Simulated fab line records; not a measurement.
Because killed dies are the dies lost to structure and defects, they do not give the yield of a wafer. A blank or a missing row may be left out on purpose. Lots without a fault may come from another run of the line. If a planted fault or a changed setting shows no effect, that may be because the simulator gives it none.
fab line records    flow sky130
[record] lots = 6  wafers = 18  last_day = 50
route steps=708 shown VIA2@521 METAL3@532 PAD_OPEN@708
lots untouched by any fault: they come from a run of this same line in which no faults occurred
start_h: hours from the record's first day to the start of the lot's first wafer shown    wait_h: hours since the lot's step before    " unchanged from the row above    L1.1+2: a single row standing in for several wafers    - no value, or no start given    * or withheld: withheld    < > ~ a bound
route shown NAME@n: a module of which the file shows steps, and the number in the route of the first    usual: the fault-free wafers' mean and standard deviation    same: alike in all rows    chamber/n: place in a boat    sites: readings site by site    _std_site: the values' standard deviation    _edge_site: outer sites' mean less inner sites'    radius_mm: how far each site lies from the wafer's centre    mask NAME#n: copy n    behind: the tool/chamber that last shaped the wafer    hold: what put the lot on hold/how long, in hours/how the hold closed    device: transistor that didn't switch, given as n, p or np    end of line: the route-end tests of the same wafers    a step without rows: its recipe alone    killed: at the first sort, the dies lost to defects and structure; wafer yield is something else    map: per-die view of a wafer (x killed, . not killed, _ where there is no die)
set.NAME: the setting that was run; set.NAME@STEP: the one run at that earlier step    model.NAME: the simulator's own value behind a step, which no gauge read
lots seen at some steps along the route; tables by step, rows by wafer
services: when a tool's chamber went out of use (start_h, in hours from the record's first day, below 0 if earlier), for how many hours, and the reason
[[steps]]
[step SKY_VIA2_ETCH_14]
[recipe] chemistry = N2/H2  target = BARC  ion_energy_ev = 200  source_w = 500  bias_w = 100  pressure_mtorr = 30  n2_flow_sccm = 100  h2_flow_sccm = 200  stop_on = SiO2  time_s = 45.9  target_depth_a = 600
[usual] drypump_motor_current_A = 5.5/0.39  oes_product_au = 0.854/0.0048  throttle_valve_pct = 13.225/0.0095
lot.wafer  tool         chamber  start_h  wait_h  drypump_motor_current_A  oes_product_au  rf_hours_counter_h  throttle_valve_pct
L433.1     rie_diel-01  0        912.49   0.0     5.5                      0.857           11                  13.226
L433.3     "            1        "        "       5.8                      0.858           12                  13.217
L433.4     "            2        "        "       6.3                      0.862           20                  13.223
L434.2     rie_diel-03  2        915.10   0.0     5.1                      0.852           25                  13.230
L434.5     "            1        "        "       5.4                      0.858           -                   13.231
L434.6     "            0        "        "       5.9                      0.858           -                   13.238
L439.2     rie_diel-01  0        981.40   0.0     5.5                      0.854           13                  13.218
L439.3     "            2        "        "       6.3                      0.858           22                  13.212
L439.6     "            0        "        "       5.5                      0.857           -                   13.236
L443.2     rie_diel-04  1        988.25   0.0     5.8                      0.856           16                  13.214
L443.5     "            3        "        "       5.0                      0.850           -                   13.215
L443.6     "            2        "        "       5.3                      0.843           -                   13.198
L447.4     rie_diel-04  1        1012.80  0.0     5.7                      0.859           17                  13.233
L447.5     "            1        "        "       5.7                      0.858           -                   13.238
L447.6     "            0        "        "       5.0                      0.852           -                   13.242
L448.1     rie_diel-03  0        1014.55  0.0     5.9                      0.857           4                   13.230
L448.3     "            2        "        "       5.1                      0.854           0                   13.217
L448.6     "            2        "        "       5.1                      0.858           -                   13.213
[step SKY_VIA2_ETCH_15]
[recipe] target = SiO2  chemistry = C4F8/O2/Ar  target_depth_nm = 546  stop_on = TiN  mask_material = KrF-thick  source_w = 1500  bias_w = 1200  pressure_mtorr = 40  c4f8_flow_sccm = withheld  O2_flow_sccm = 6  Ar_flow_sccm = 300  time_s = 84
[step SKY_VIA2_STRIP_16]
[recipe] chemistry = O2/N2  power_w = 1400  pressure_mtorr = 1500  platen_temp_c = withheld  o2_flow_sccm = 3000  n2_flow_sccm = 300  overash_fraction = 0.5
[usual] drypump_motor_current_A = 5.7/0.46  oes_product_au = 0.399/0.0045  strip_time_to_endpoint_s = 4.053/0.025
lot.wafer  tool             chamber  start_h  wait_h  drypump_motor_current_A  oes_product_au  rf_hours_counter_h  strip_time_to_endpoint_s
L433.1     plasma_asher-04  0        912.60   0.0     6.3                      0.392           17                  4.046
L433.3     "                1        "        "       5.5                      0.397           -                   4.039
L433.4     "                0        "        "       6.3                      0.405           -                   4.057
L434.2     plasma_asher-02  1        915.20   0.0     5.2                      0.401           111                 4.030
L434.5     "                1        "        "       5.2                      0.397           -                   4.021
L434.6     "                0        "        "       5.2                      0.397           -                   4.039
L439.2     plasma_asher-02  1        981.50   0.0     5.2                      0.392           118                 4.057
L439.3     "                1        "        "       5.2                      0.404           -                   4.069
L439.6     "                1        "        "       5.2                      0.398           -                   4.068
L443.2     plasma_asher-03  0        988.35   0.0     6.3                      0.396           51                  4.009
L443.5     "                1        "        "       5.9                      0.398           -                   4.026
L443.6     "                0        "        "       6.3                      0.398           -                   4.089
L447.4     plasma_asher-04  1        1012.94  0.1     5.5                      0.396           -                   4.051
L447.5     "                0        "        "       6.2                      0.388           -                   4.036
L447.6     "                1        "        "       5.6                      0.393           -                   4.028
L448.1     plasma_asher-03  0        1014.65  0.0     6.3                      0.392           53                  4.078
L448.3     "                0        "        "       6.3                      0.391           -                   4.046
L448.6     "                0        "        "       6.3                      0.396           -                   4.065
[step SKY_VIA2_STRIP_17]
[recipe] chemistry = post_etch_residue_remover  time_s = 1200  temp_c = 72.5
[step SKY_VIA2_CLEAN_18]
[recipe] chemistry = IPA  time_s = 180  temp_c = 25
[step SKY_VIA2_CLEAN_19]
[recipe] chemistry = O3/DIW  dry = n2_spin
[step SKY_VIA2_SPUTTER_20]
[recipe] material = TiN  target_thk_nm = 20  chamber_pressure_pa = 5  power_w = 4000  time_s = 80
[step SKY_VIA2_CVD_21]
[recipe] material = W  target_thk_nm = 420  time_s = 126.4  temp_c = 400  pressure_torr = 40
[usual] heater_power_w = 811/120
lot.wafer  tool      chamber  start_h  wait_h  heater_power_w
L433.1     cvd_w-02  0        913.26   0.0     665
L433.3     "         1        "        "       1031
L433.4     "         0        "        "       674
L434.2     cvd_w-02  0        915.86   0.0     683
L434.5     "         0        "        "       671
L434.6     "         1        "        "       1056
L439.2     cvd_w-01  1        982.16   0.0     720
L439.3     "         0        "        "       855
L439.6     "         0        "        "       857
L443.2     cvd_w-02  0        989.00   0.0     689
L443.5     "         0        "        "       671
L443.6     "         1        "        "       1057
L447.4     cvd_w-01  1        1013.60  0.1     714
L447.5     "         0        "        "       816
L447.6     "         1        "        "       729
L448.1     cvd_w-01  1        1015.35  0.0     726
L448.3     "         1        "        "       736
L448.6     "         0        "        "       830
[step SKY_VIA2_RS_MEAS_22]
[recipe] thk_meas_gauge = four-point-probe  reads = W_of_VIA2_CVD_21+TiN_of_VIA2_SPUTTER_20
[usual] VIA2_W_RS = 0.271/0.0032
lot.wafer  tool           chamber  start_h  wait_h  VIA2_W_RS[ohm/sq]
L433.1     film_metro-02  -        913.39   0.1     0.267
L433.3     "              -        "        "       0.269
L433.4     "              -        "        "       0.267
L434.2     film_metro-04  -        916.01   0.1     0.271
L434.5     "              -        "        "       0.272
L434.6     "              -        "        "       0.276
L439.2     film_metro-01  -        982.31   0.1     0.275
L439.3     "              -        "        "       0.276
L439.6     "              -        "        "       0.275
L443.2     film_metro-01  -        989.15   0.1     0.267
L443.5     "              -        "        "       0.267
L443.6     "              -        "        "       0.268
L447.4     film_metro-01  -        1013.75  0.1     0.273
L447.5     "              -        "        "       0.274
L447.6     "              -        "        "       0.276
L448.1     film_metro-04  -        1015.48  0.1     0.267
L448.3     "              -        "        "       0.271
L448.6     "              -        "        "       0.268
[step SKY_VIA2_THK_MEAS_23]
[recipe] thk_meas_gauge = xrf  reads = W_of_VIA2_CVD_21
[usual] VIA2_W_THK = 432/7.8
lot.wafer  tool           chamber  start_h  wait_h  VIA2_W_THK[nm]
L433.1     film_metro-02  -        913.51   0.1     447
L433.3     "              -        "        "       446
L433.4     "              -        "        "       448
L434.2     film_metro-04  -        916.12   0.1     426
L434.5     "              -        "        "       421
L434.6     "              -        "        "       418
L439.2     film_metro-01  -        982.42   0.1     424
L439.3     "              -        "        "       423
L439.6     "              -        "        "       424
L443.2     film_metro-01  -        989.26   0.1     433
L443.5     "              -        "        "       432
L443.6     "              -        "        "       433
L447.4     film_metro-01  -        1013.84  0.1     428
L447.5     "              -        "        "       427
L447.6     "              -        "        "       422
L448.1     film_metro-04  -        1015.60  0.1     440
L448.3     "              -        "        "       438
L448.6     "              -        "        "       436
[step SKY_VIA2_CMP_24]
[recipe] stop_on = SiO2  t_overpolish_s = 20  down_force_psi = 3.5  platen_rpm = 60  target_thk_nm = 0  pad_velocity_m_s = 0.94248
[usual] motor_current_A = 10.1/0.99  overpolish_run_s = 20.000/0.009  time_to_endpoint_s = 100/3.6
lot.wafer  tool    chamber  start_h  wait_h  motor_current_A  overpolish_run_s  time_to_endpoint_s
L433.4     cmp-01  2        916.00   2.4     9.6              20.000            107
L433.3     "       3        "        "       8.8              20.008            107
L433.1     "       1        "        "       11.6             19.996            102
L434.2     cmp-02  2        916.43   0.3     11.0             19.997            101
L434.6     "       2        "        "       10.6             19.993            98
L434.5     "       3        "        "       9.6              19.996            104
L439.2     cmp-01  1        982.60   0.2     11.2             20.000            101
L439.3     "       3        "        "       8.7              19.999            106
L439.6     "       0        "        "       9.3              20.008            100
L443.2     cmp-01  1        989.41   0.1     11.2             19.996            101
L443.5     "       3        "        "       8.8              19.992            104
L443.6     "       0        "        "       9.2              20.007            101
L447.4     cmp-01  0        1014.02  0.2     9.1              19.979            95
L447.5     "       1        "        "       11.7             19.999            101
L447.6     "       2        "        "       10.0             19.993            100
L448.3     cmp-01  2        1015.66  0.0     10.6             19.997            102
L448.1     "       1        "        "       11.3             20.001            102
L448.6     "       3        "        "       8.9              20.001            104
[step SKY_METAL3_SPUTTER_00]
[recipe] material = Ti  target_thk_nm = 15  power_w = 3000  time_s = 10  chamber_pressure_pa = 0.4
[usual] cathode_dc_power_W = 3000.0/0.57  chamber_pressure_pa = 0.3999/0.0008  throttle_valve_pct = 31.0/1.1
lot.wafer  tool            chamber  start_h  wait_h  cathode_dc_power_W  chamber_pressure_pa  throttle_valve_pct
L433.1     pvd_sputter-03  -        916.30   0.1     3000.6              0.3998               29.8
L433.3     "               -        "        "       3000.5              0.4004               31.9
L433.4     "               -        "        "       3000.4              0.3982               32.1
L434.2     pvd_sputter-04  -        916.73   0.2     3000.2              0.4003               30.8
L434.5     "               -        "        "       3000.5              0.3985               32.4
L434.6     "               -        "        "       3000.1              0.3992               31.8
L439.2     pvd_sputter-03  -        982.85   0.2     3000.2              0.3992               29.6
L439.3     "               -        "        "       2999.1              0.4009               31.9
L439.6     "               -        "        "       3000.2              0.4005               32.1
L443.2     pvd_sputter-03  -        989.61   0.1     2999.8              0.3995               29.8
L443.5     "               -        "        "       3000.5              0.3994               31.8
L443.6     "               -        "        "       3000.3              0.4008               31.7
L447.4     pvd_sputter-03  -        1014.17  0.1     3000.5              0.3996               32.0
L447.5     "               -        "        "       3000.8              0.4002               29.8
L447.6     "               -        "        "       3000.3              0.3992               32.0
L448.1     pvd_sputter-03  -        1015.96  0.1     2999.5              0.3996               30.4
L448.3     "               -        "        "       3000.1              0.3996               29.9
L448.6     "               -        "        "       2999.9              0.3979               30.3
[step SKY_METAL3_SPUTTER_01]
[recipe] material = TiN  target_thk_nm = 20  power_w = 6500  time_s = 16.7  chamber_pressure_pa = 0.4
[usual] cathode_dc_power_W = 6500.0/1.2  chamber_pressure_pa = 0.3999/0.00077  throttle_valve_pct = 31.0/1.1
lot.wafer  tool            chamber  start_h  wait_h  cathode_dc_power_W  chamber_pressure_pa  throttle_valve_pct
L433.1     pvd_sputter-03  -        916.32   0.0     6501.5              0.4008               29.6
L433.3     "               -        "        "       6500.5              0.4000               32.2
L433.4     "               -        "        "       6501.8              0.4012               31.9
L434.2     pvd_sputter-04  -        916.75   0.0     6500.4              0.4001               30.8
L434.5     "               -        "        "       6502.1              0.4017               32.6
L434.6     "               -        "        "       6499.4              0.3988               31.9
L439.2     pvd_sputter-03  -        982.88   0.0     -                   -                    -
L439.3     "               -        "        "       -                   -                    -
L439.6     "               -        "        "       -                   -                    -
L443.2     pvd_sputter-03  -        989.64   0.0     -                   -                    -
L443.5     "               -        "        "       -                   -                    -
L443.6     "               -        "        "       -                   -                    -
L447.4     pvd_sputter-03  -        1014.19  0.0     6500.0              0.3992               32.2
L447.5     "               -        "        "       6499.3              0.4005               29.7
L447.6     "               -        "        "       6500.1              0.3998               32.0
L448.1     pvd_sputter-03  -        1015.99  0.0     6499.9              0.3999               30.3
L448.3     "               -        "        "       6501.3              0.4012               29.7
L448.6     "               -        "        "       6499.6              0.3997               30.4
[step SKY_METAL3_SPUTTER_02]
[recipe] material = AlCu  target_thk_nm = 735  power_w = 10600  time_s = 39.1  chamber_pressure_pa = 0.4
[step SKY_PAD_OPEN_PROBE_99]
[usual] defect_limited_yield = 82.5/2.1  killed_at_M0_to_M3 = 43/7.7  killed_at_M4_up = 3.4/1.9  killed_at_contacts = 25/5.6  killed_at_front_end = 14/4.3  killed_at_other = 0.2/0.5  killed_dies = 86/10  killed_open = 47/7.2  killed_short = 39/6.7  sort_bin_3_pad_short = 0.9/0.46  sort_bin_5_function = 10.4/1.5  sort_bin_6_memory = 6.2/1.2  sort_n_pass = 406/10  sort_yield_pct = 82.5/2.1
[same] gross_dies = 492  killed_at_back_side = 0  sort_bin_4_leakage[%] = 0  sort_bin_8_speed[%] = 0
lot.wafer  tool       chamber  start_h  wait_h  defect_limited_yield[%]  killed_at_M0_to_M3  killed_at_M4_up  killed_at_contacts  killed_at_front_end  killed_at_other  killed_dies  killed_open  killed_short  sort_bin_3_pad_short[%]  sort_bin_5_function[%]  sort_bin_6_memory[%]  sort_n_pass  sort_yield_pct[%]  model.etest.met3.line_ohm_um  model.etest.met3.rs_ohm_sq
L433.1     prober-02  -        1129.54  0.1     86.0                     37                  2                16                  13                   1                69           35           34            0.8                      9.3                     3.9                   423          86.0               0.1446                        0.04308
L433.3     prober-02  -        1129.64  0.2     83.3                     40                  4                25                  13                   0                82           57           25            0.8                      9.3                     6.5                   410          83.3               0.1433                        0.04231
L433.4     prober-02  -        1129.69  0.2     86.4                     30                  5                23                  9                    0                67           36           31            0.4                      9.6                     3.7                   425          86.4               0.1446                        0.04279
L434.2     prober-01  -        1130.91  0.1     83.7                     43                  4                27                  6                    0                80           46           34            0.6                      9.8                     5.9                   412          83.7               0.1429                        0.04303
L434.5     prober-01  -        1131.06  0.2     78.7                     51                  6                26                  22                   0                105          59           46            1.4                      13.2                    6.7                   387          78.7               0.1475                        0.04317
L434.6     prober-01  -        1131.11  0.2     79.3                     43                  1                34                  24                   0                102          65           37            0                        12.8                    7.9                   390          79.3               0.1422                        0.04261
L439.2     prober-02  -        1178.34  0.1     83.7                     40                  2                25                  13                   0                80           41           39            1.0                      9.6                     5.7                   412          83.7               0.152                         0.04496
L439.3     prober-02  -        1178.39  0.2     81.9                     41                  5                31                  11                   1                89           44           45            0.8                      11.2                    6.1                   403          81.9               0.1489                        0.04464
L439.6     prober-02  -        1178.54  0.2     81.7                     43                  6                31                  10                   0                90           44           46            1.2                      11.0                    6.1                   402          81.7               0.1483                        0.0445
L443.2     prober-02  -        1185.26  0.1     83.9                     27                  5                34                  13                   0                79           45           34            0.8                      9.6                     5.7                   413          83.9               0.1554                        0.04521
L443.5     prober-02  -        1185.41  0.2     81.3                     37                  2                37                  15                   1                92           56           36            1.0                      11.4                    6.3                   400          81.3               0.1527                        0.04487
L443.6     prober-02  -        1185.46  0.2     83.3                     32                  2                29                  19                   0                82           44           38            1.2                      10.2                    5.3                   410          83.3               0.15                          0.04496
L447.4     prober-02  -        1200.56  0.2     82.1                     49                  4                23                  12                   0                88           47           41            1.6                      8.7                     7.5                   404          82.1               0.1388                        0.04233
L447.5     prober-02  -        1200.61  0.2     81.9                     47                  6                17                  19                   0                89           46           43            0.6                      10.0                    7.5                   403          81.9               0.1444                        0.04286
L447.6     prober-02  -        1200.66  0.2     84.8                     44                  4                16                  11                   0                75           43           32            0.4                      9.6                     5.3                   417          84.8               0.1427                        0.04281
L448.1     prober-01  -        1203.95  0.1     81.7                     51                  6                26                  7                    0                90           49           41            2.2                      10.8                    5.3                   402          81.7               0.1367                        0.04167
L448.3     prober-01  -        1204.05  0.2     84.1                     40                  2                21                  15                   0                78           37           41            0.8                      9.6                     5.5                   414          84.1               0.1409                        0.04302
L448.6     prober-01  -        1204.20  0.2     80.1                     48                  1                34                  15                   0                98           60           38            0.8                      10.0                    9.1                   394          80.1               0.141                         0.04225
// killed by level:class
L433.1 VIA1:geometric_particle:open=11 FIELD_ISO:geometric_particle:short=5 METAL2:geometric_particle:short=5 LI_CONTACT:geometric_particle:open=5 METAL1:geometric_particle:short=5 CONTACT:geometric_particle:open=5 VIA3:geometric_particle:open=5 VIA1:geometric_particle:short=4
L433.3 VIA1:geometric_particle:open=18 CONTACT:geometric_particle:open=9 LI_CONTACT:geometric_particle:open=6 FIELD_ISO:geometric_particle:open=5 VIA2:geometric_particle:open=4 LOCAL_INTERCONNECT:geometric_particle:short=4 METAL1:geometric_particle:short=4 FIELD_ISO:geometric_particle:short=3
L433.4 VIA1:geometric_particle:open=9 LI_CONTACT:geometric_particle:open=6 METAL4:geometric_particle:short=5 LOCAL_INTERCONNECT:geometric_particle:short=5 CONTACT:geometric_particle:open=5 FIELD_ISO:geometric_particle:open=4 VIA3:geometric_particle:open=4 CONTACT:geometric_particle:short=4
L434.2 CONTACT:geometric_particle:open=12 VIA1:geometric_particle:open=9 LI_CONTACT:geometric_particle:open=8 METAL1:geometric_particle:short=8 VIA2:geometric_particle:open=7 CONTACT:geometric_particle:short=5 METAL2:geometric_particle:short=5 VIA1:geometric_particle:short=4
L434.5 VIA1:geometric_particle:open=12 CONTACT:geometric_particle:open=10 FIELD_ISO:geometric_particle:open=8 VIA3:geometric_particle:open=7 METAL1:geometric_particle:short=6 METAL2:geometric_particle:short=6 FIELD_ISO:geometric_particle:short=5 LI_CONTACT:geometric_particle:open=5
L434.6 CONTACT:geometric_particle:open=13 VIA1:geometric_particle:open=13 LI_CONTACT:geometric_particle:open=11 FIELD_ISO:geometric_particle:short=9 FIELD_ISO:geometric_particle:open=9 METAL1:geometric_particle:short=7 VIA3:geometric_particle:short=4 POLY_GATE:geometric_particle:open=4
L439.2 CONTACT:geometric_particle:open=11 VIA1:geometric_particle:open=11 METAL1:geometric_particle:short=6 METAL2:geometric_particle:short=6 POLY_GATE:geometric_particle:open=5 LI_CONTACT:geometric_particle:open=5 FIELD_ISO:geometric_particle:short=4 CONTACT:geometric_particle:short=4
L439.3 LI_CONTACT:geometric_particle:open=10 METAL1:geometric_particle:short=9 CONTACT:geometric_particle:open=9 VIA1:geometric_particle:open=7 LOCAL_INTERCONNECT:geometric_particle:short=5 VIA3:geometric_particle:open=5 VIA1:geometric_particle:short=4 METAL2:geometric_particle:short=4
L439.6 CONTACT:geometric_particle:open=11 VIA1:geometric_particle:open=10 CONTACT:geometric_particle:short=8 VIA2:geometric_particle:open=7 LI_CONTACT:geometric_particle:open=6 VIA1:geometric_particle:short=6 METAL2:geometric_particle:short=6 METAL4:geometric_particle:short=5
L443.2 LI_CONTACT:geometric_particle:open=11 VIA1:geometric_particle:open=10 CONTACT:geometric_particle:short=7 CONTACT:geometric_particle:open=7 LOCAL_INTERCONNECT:geometric_particle:short=6 FIELD_ISO:geometric_particle:short=4 VIA2:geometric_particle:open=4 METAL2:geometric_particle:short=4
L443.5 CONTACT:geometric_particle:open=12 VIA1:geometric_particle:open=10 LI_CONTACT:geometric_particle:open=10 CONTACT:geometric_particle:short=7 VIA2:geometric_particle:open=6 FIELD_ISO:geometric_particle:open=4 LOCAL_INTERCONNECT:geometric_particle:short=4 METAL1:geometric_particle:short=4
L443.6 CONTACT:geometric_particle:open=10 CONTACT:geometric_particle:short=8 VIA1:geometric_particle:open=8 LI_CONTACT:geometric_particle:open=7 FIELD_ISO:geometric_particle:open=6 FIELD_ISO:geometric_particle:short=6 VIA2:geometric_particle:open=6 VIA3:geometric_particle:short=4
L447.4 CONTACT:geometric_particle:open=10 VIA1:geometric_particle:open=9 METAL1:geometric_particle:short=8 METAL2:geometric_particle:short=7 VIA3:geometric_particle:open=7 VIA2:geometric_particle:open=6 CONTACT:geometric_particle:short=5 SPACER:geometric_particle:open=4
L447.5 METAL2:geometric_particle:short=12 VIA1:geometric_particle:open=9 METAL1:geometric_particle:short=8 VIA3:geometric_particle:open=7 CONTACT:geometric_particle:open=6 FIELD_ISO:geometric_particle:open=5 FIELD_ISO:geometric_particle:short=4 POLY_GATE:geometric_particle:open=4
L447.6 VIA2:geometric_particle:open=11 FIELD_ISO:geometric_particle:open=5 CONTACT:geometric_particle:open=5 VIA1:geometric_particle:open=5 METAL2:geometric_particle:short=5 METAL3:geometric_particle:short=5 LI_CONTACT:geometric_particle:open=4 VIA3:geometric_particle:open=4
L448.1 VIA3:geometric_particle:open=11 VIA1:geometric_particle:open=9 CONTACT:geometric_particle:open=7 LI_CONTACT:geometric_particle:open=6 METAL2:geometric_particle:short=6 LOCAL_INTERCONNECT:geometric_particle:short=5 VIA3:geometric_particle:short=5 METAL4:geometric_particle:short=5
L448.3 VIA1:geometric_particle:open=7 FIELD_ISO:geometric_particle:open=6 METAL2:geometric_particle:short=6 CONTACT:geometric_particle:open=5 VIA3:geometric_particle:open=5 LI_CONTACT:geometric_particle:open=5 FIELD_ISO:geometric_particle:short=4 LOCAL_INTERCONNECT:geometric_particle:short=4
L448.6 CONTACT:geometric_particle:open=14 VIA1:geometric_particle:open=13 LI_CONTACT:geometric_particle:open=9 VIA3:geometric_particle:open=7 FIELD_ISO:geometric_particle:open=6 VIA1:geometric_particle:short=6 VIA2:geometric_particle:open=5 VIA3:geometric_particle:short=5
[[services]]
tool             chamber  start_h  hours  kind
cvd_w-02         0        889.49   6.0    repair
cmp-01           -        895.81   3.2    repair
cvd_w-01         -        904.00   14.0   pm
cvd_w-01         0        904.00   14.0   vent_cycle
cvd_w-01         1        904.00   14.0   vent_cycle
cvd_w-01         -        904.35   1.4    repair
cmp-01           -        906.08   2.2    repair
plasma_asher-02  -        908.55   1.2    repair
cmp-01           -        912.00   4.0    pm
rie_diel-04      3        912.85   5.1    repair
cmp-02           -        913.09   3.3    repair
cmp-01           -        916.00   -      consumable_replace:conditioner
cmp-01           -        916.00   -      consumable_replace:pad
pvd_sputter-03   1        916.95   -      consumable_replace:kit
pvd_sputter-03   1        916.95   18.0   scheduled_down
pvd_sputter-03   1        916.95   18.0   vent_cycle
cvd_w-01         0        918.00   -      clean
cvd_w-01         1        918.00   -      clean
cmp-02           -        919.54   1.3    repair
cmp-02           -        957.48   1.2    repair
cmp-02           -        960.74   21.9   repair
plasma_asher-03  -        961.86   2.7    repair
rie_diel-03      -        978.57   15.6   pm
cvd_w-01         0        1015.93  6.7    repair
[[key]]
[first_sign] step = SKY_METAL3_SPUTTER_01  reading = tool_record  direction = missing
effect none on later readings
[model_effect] step = SKY_PAD_OPEN_PROBE_99  value = etest.met3.line_ohm_um  without = 0.1447  struck = 0.1512
met_at SKY_METAL3_SPUTTER_01
struck_wafers L439.2,L439.3,L439.6,L443.2,L443.5,L443.6
onset_between 916.32 982.88
[fault] kind = skipped_step_whole  tool = pvd_sputter-03  chamber = -  onset_h = 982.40  steps = SKY_METAL3_SPUTTER_01  scope = struck_lots_only
